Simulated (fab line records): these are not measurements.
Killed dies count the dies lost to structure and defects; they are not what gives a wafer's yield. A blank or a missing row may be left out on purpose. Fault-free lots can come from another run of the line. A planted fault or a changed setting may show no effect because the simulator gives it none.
Which of the tools did it? ; flow sfqLine ; 39 wafers from 13 lots sampled at 3 of the route's 325 steps

## WHAT THE GAUGES SHOWED, per wafer
SFQ_M7_OVL_MEAS_945. Usual: M7_OVL 1 nm, standard deviation 5.2.
lot;measured;on;M7_OVL (nm);flag
L810;day 73 18:43;overlay-02;1 6 -3;
L811;day 73 21:08;overlay-01;8 3 2;
L812;day 74 03:14;overlay-01;-3 -6 -3;
L813;day 74 05:38;overlay-01;4 3 3;
L814;day 77 00:58;overlay-02;-1 1 0;
L823;day 81 07:43;overlay-02;1 7 2;
L824;day 81 12:31;overlay-02;-1 -1 -1;
L825;day 81 13:43;overlay-02;6 5 -2;
L826;day 81 16:08;overlay-02;-5 1 -1;
L829;day 82 05:14;overlay-02;-1 1 5;
L831;day 82 14:50;overlay-02;-9 -4 -11;
L832;day 82 17:14;overlay-01;8 9 5;
L833;day 82 18:27;overlay-01;4 2 -3;

## WHAT TOOL EACH LOT RAN ON (gives the tool, then ch and the chambers of the sampled wafers, and finally the start)
lot;SFQ_TRILAYER_M6_BARC_OPEN_METAL_ETCH_206;SFQ_TRILAYER_M6_STRIP_STRIP_163
L810;rieMetal-03 ch 0,1, day 68 10:36;rieMetal-03 ch 0,1, day 68 10:47
L811;rieMetal-02 ch 0,1, day 68 13:01;rieMetal-02 ch 0,1, day 68 13:23
L812;rieMetal-04 ch 0,1, day 68 15:25;rieMetal-04 ch 0,1, day 68 15:47
L813;rieMetal-02 ch 0,1, day 68 16:45;rieMetal-02 ch 0,1, day 68 17:07
L814;rieMetal-04 ch 0,1, day 71 22:05;rieMetal-04 ch 0,1, day 71 22:16
L823;rieMetal-03 ch 0,1, day 76 07:17;rieMetal-03 ch 0,1, day 76 07:28
L824;rieMetal-03 ch 0,1, day 76 09:41;rieMetal-03 ch 0,1, day 76 09:52
L825;rieMetal-04 ch 0,1, day 76 11:41;rieMetal-04 ch 0,1, day 76 11:52
L826;rieMetal-04 ch 0,1, day 76 15:08;rieMetal-04 ch 0,1, day 76 15:30
L829;rieMetal-03 ch 0,1, day 77 12:04;rieMetal-03 ch 0,1, day 77 12:15
L831;rieMetal-02 ch 0,1, day 77 21:58;rieMetal-02 ch 0,1, day 77 22:10
L832;rieMetal-02 ch 0,1, day 78 02:29;rieMetal-02 ch 0,1, day 78 02:51
L833;rieMetal-04 ch 0,1, day 78 04:44;rieMetal-04 ch 0,1, day 78 05:07
- SFQ_TRILAYER_M6_BARC_OPEN_METAL_ETCH_206: etches BARC in O2, target depth 125 nm, time 41.7 s.
- SFQ_TRILAYER_M6_STRIP_STRIP_163: strips in O2.

## AS READ BY THE TOOLS THEMSELVES (means over the sampled wafers that have a number; for cases with no such wafer, the mark the record gives instead)
SFQ_TRILAYER_M6_BARC_OPEN_METAL_ETCH_206. Usual: drypumpMotorCurrentA 5.8 A, standard deviation 0.62; oesProductAu 0.685 a.u., standard deviation 0.0044.
lot;tool;drypumpMotorCurrentA (A);oesProductAu (a.u.);flag
L810;rieMetal-03;6.3;0.682;
L811;rieMetal-02;5.8;0.683;
L812;rieMetal-04;5.1;0.686;
L813;rieMetal-02;5.5;0.685;
L814;rieMetal-04;5.1;0.685;
L823;rieMetal-03;6.3;0.684;
L824;rieMetal-03;6.4;0.685;
L825;rieMetal-04;5.5;0.683;
L826;rieMetal-04;5.5;0.684;
L829;rieMetal-03;6.3;0.686;
L831;rieMetal-02;5.8;0.685;
L832;rieMetal-02;5.5;0.688;
L833;rieMetal-04;5.1;0.686;

SFQ_TRILAYER_M6_STRIP_STRIP_163. Usual: drypumpMotorCurrentA 5.8 A, standard deviation 0.63; oesProductAu 1.000 a.u., standard deviation 0.008.
lot;tool;drypumpMotorCurrentA (A);oesProductAu (a.u.);flag
L810;rieMetal-03;6.3;0.999;
L811;rieMetal-02;5.8;1.000;
L812;rieMetal-04;5.1;1.006;
L813;rieMetal-02;5.5;0.996;
L814;rieMetal-04;5.1;1.004;
L823;rieMetal-03;6.3;1.007;
L824;rieMetal-03;6.5;0.987;
L825;rieMetal-04;5.5;1.000;
L826;rieMetal-04;5.4;0.997;
L829;rieMetal-03;6.3;1.000;
L831;rieMetal-02;5.8;0.996;
L832;rieMetal-02;5.5;1.008;
L833;rieMetal-04;5.1;1.008;

## THE ANSWER, worked out from the rows above alone
Rule: a lot is off if the mean of its wafers that have a number lies more than 3 standard deviations from the usual mean. A lot without any number at a reading at which 4 lots or more have one is off too. The other lots that the step has rows for count as sound. After the gauges, taken in route order, come the tools' own readings; for these a lot's mean is taken, as printed above. The first step at which some lot is off is used, and at that step the reading that is off furthest; a lot without a number counts as furthest.
No lot is off at any reading shown: from this, nothing can be told.

## WHAT THE SIMULATOR HAD PUT IN
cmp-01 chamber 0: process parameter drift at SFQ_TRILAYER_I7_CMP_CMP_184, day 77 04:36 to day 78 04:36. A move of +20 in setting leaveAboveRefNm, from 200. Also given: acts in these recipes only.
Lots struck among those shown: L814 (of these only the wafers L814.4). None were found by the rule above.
